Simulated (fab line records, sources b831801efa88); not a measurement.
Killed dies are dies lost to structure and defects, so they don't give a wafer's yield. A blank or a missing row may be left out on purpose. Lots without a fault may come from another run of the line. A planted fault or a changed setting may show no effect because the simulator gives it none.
Chamber matching | flow gf180mcu | GF_PASSIVATION_CVD_00 on pecvd-01: 3 sister chambers
The step deposits SiO2 from TEOS, target thk 1000 nm, time 111.95 s. 18 wafers are shown with their chamber, then 9 later ones without.

WAFERS WITH THEIR CHAMBER
wafer  | chamber | heater_power_w (W) | heater_power_outer_w (W)
L074.3 | 1       | 688                | 410
L074.5 | 0       | 782                | 479
L074.6 | 1       | 702                | 425
L075.2 | 2       | 582                | 346
L075.3 | 0       | 804                | 495
L075.5 | 1       | 726                | 425
L082.1 | 2       | 544                | 317
L082.2 | 0       | 714                | 427
L082.3 | 1       | 627                | 359
L084.2 | 2       | 517                | 294
L084.3 | 0       | 711                | 429
L084.4 | 0       | 760                | 462
L086.1 | 1       | 734                | 437
L086.2 | 2       | 599                | 359
L086.5 | 0       | 762                | 469
L091.4 | 1       | 589                | 317
L091.5 | 2       | 554                | 322
L091.6 | 0       | 754                | 451

SIGNATURES (means of the wafers above)
reading              | chamber 0 | chamber 1 | chamber 2 | scatter within a chamber
heater_power_w       | 755.29    | 677.67    | 559.20    | 42.9
heater_power_outer_w | 458.86    | 395.50    | 327.60    | 34.2
Rule: a wafer's distance from a chamber is the root of the sum, over the readings, of the square of ((its reading less the chamber's mean) divided by the reading's scatter). The wafer belongs to the nearest chamber; if the next one is less than 2 further off, it can't be placed. The scatter: the root of (the sum of the squares of (reading less its chamber's mean) over the shown wafers, divided by (wafers less chambers)).

WAFERS WITHOUT THEIR CHAMBER
wafer  | heater_power_w (W) | heater_power_outer_w (W)
L094.2 | 558                | 329
L094.3 | 610                | 350
L094.6 | 595                | 363
L095.1 | 661                | 390
L095.4 | 634                | 360
L095.6 | 481                | 272
L096.1 | 588                | 358
L096.2 | 564                | 324
L096.6 | 754                | 458

WHICH CHAMBER EACH WENT THROUGH
wafer  | from the rows above     | in truth
L094.2 | 2                       | 2
L094.3 | can't be placed: 2 or 1 | 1
L094.6 | can't be placed: 2 or 1 | 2
L095.1 | 1                       | 1
L095.4 | can't be placed: 1 or 2 | 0
L095.6 | 2                       | 2
L096.1 | can't be placed: 2 or 1 | 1
L096.2 | 2                       | 2
L096.6 | 0                       | 0
Placed correctly: 5 of 9. Can't be placed from these rows: 4 (the true chamber is among the candidates in 3). Placed wrongly: 0.
